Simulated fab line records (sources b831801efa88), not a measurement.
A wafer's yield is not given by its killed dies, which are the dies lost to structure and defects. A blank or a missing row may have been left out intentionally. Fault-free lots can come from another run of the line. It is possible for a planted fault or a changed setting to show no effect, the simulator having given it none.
Which tool did it? | flow sky130 | at 1 step of a route of 708, 6 lots with 18 wafers sampled

== WHAT EACH GAUGE READ, for each wafer ==
SKY_GATE_OXIDE_OVL_MEAS_10.
lot  | measured     | on         | GATE_OXIDE_OVL (nm)
L517 | day 15 12:47 | overlay-01 | -0.2 0.2 2.1
L519 | day 15 17:10 | overlay-01 | 1.6 0.8 -2.2
L522 | day 17 02:30 | overlay-01 | 1.6 1.9 0.3
L526 | day 18 01:00 | overlay-01 | 0.8 1.0 1.8
L533 | day 20 14:35 | overlay-01 | 1.0 -0.4 0.0
L536 | day 21 18:26 | overlay-02 | 2.1 2.0 0.4

== WHICH TOOL RAN EACH LOT (tool, then ch and the chambers of the sampled wafers, then the start) ==
The record shows no process step preceding these readings.

== THE ANSWER, worked out from the rows above alone ==
Rule: usual is defined by the lots themselves. Put in order of their means at a reading, lots are off if they are a third of the lots or fewer, leave a main group of 4 or more, and stand apart from it by a gap of 3 or more times the standard deviation of the main group's means; of several such gaps the widest counts. If all means in a main group match to the digits the tables above print for the reading, that group is not used. Also off: a lot with no number at a reading for which 4 or more lots have one. All remaining lots with rows at the step are treated as sound.
Nothing can be told from this: no lot is off at any reading shown.

== WHAT THE SIMULATOR HAD INSERTED ==
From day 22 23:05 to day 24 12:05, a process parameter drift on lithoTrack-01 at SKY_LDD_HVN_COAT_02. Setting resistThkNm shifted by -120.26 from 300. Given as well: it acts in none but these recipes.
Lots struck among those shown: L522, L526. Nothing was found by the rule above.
